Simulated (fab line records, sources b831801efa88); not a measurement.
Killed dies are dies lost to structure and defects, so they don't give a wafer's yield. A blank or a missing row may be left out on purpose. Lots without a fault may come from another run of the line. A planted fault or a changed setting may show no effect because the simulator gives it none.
Problem report in the 8D (eight disciplines) form, filled by code | flow gf180mcu | the parts of the form that need people (team, actions taken, sign-off) are left out

1. THE PROBLEM
developer_temp_C at GF_PSD_DEVELOP_06 reads a mean of 25.41 C on 6 wafers of 2 lots; wafers without a fault read 23.00 C with a standard deviation of 0.1. That is +24 standard deviations from the usual mean.
The step: develop time 60 s.
First seen on wafer L553.1, day 21 13:54, on litho_track-04. The record holds 42 wafers of 14 lots with a number at this step. Rule for "out", or "out of limits": more than 4 standard deviations from the usual mean. The other wafers with a number count as sound.

2. WHAT IT IS AND WHAT IT IS NOT
question                    | is                     | is not
which readings at this step | developer_temp_C       | -
which lots                  | L553, L555             | L534, L535, L536, L538, L539, L540, L541, L543, L544, L546, L547, L557
which wafers of those lots  | all that have a number | -
read on which tools         | litho_track-04         | litho_track-02, litho_track-03
when                        | from day 21 13:54      | up to then (33 sound wafers); but 3 sound wafers of L557 came after

3. SUSPECTS, AND WHAT RULES EACH OUT
Counting: a tool at a process step up to the reading stays a suspect if it ran every lot that is out and no sound lot after the first of them.
- litho_track-04 at GF_PSD_DEVELOP_06 (develop time 60 s): kept. It ran every lot that is out, first L553 (day 21 13:54), and no sound lot after that; its last sound lot up to then is L547 (day 19 04:45). Its own readings are out on those wafers: developer_temp_C.
Left after counting: litho_track-04 at GF_PSD_DEVELOP_06.

4. THE CAUSE (what the simulator had put in)
Process parameter drift: litho_track-04, from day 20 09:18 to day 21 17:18, at GF_PSD_DEVELOP_06. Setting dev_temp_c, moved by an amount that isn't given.
Counting left only this tool.

5. THE CHAIN OF EFFECTS, in route order
Each row: a reading whose mean over the struck wafers that have a number lies more than 3 standard deviations from the usual. Only readings for which the record gives a usual standard deviation are gone through. hours: the time from each lot's start at the first step in this table that gives one to its start at this step, as a median over the lots. sigmas: the change in usual standard deviations.
hours | step              | reading          | usual   | on struck wafers | change | sigmas
0     | GF_PSD_DEVELOP_06 | developer_temp_C | 23.00 C | 25.41            | +2.41  | +24
The process steps in it:
- GF_PSD_DEVELOP_06: develop time 60 s.

6. WHAT WOULD HAVE CAUGHT IT SOONER
In this record the first reading out of limits was taken at day 21 13:54, 29 hours after the fault began at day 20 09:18.
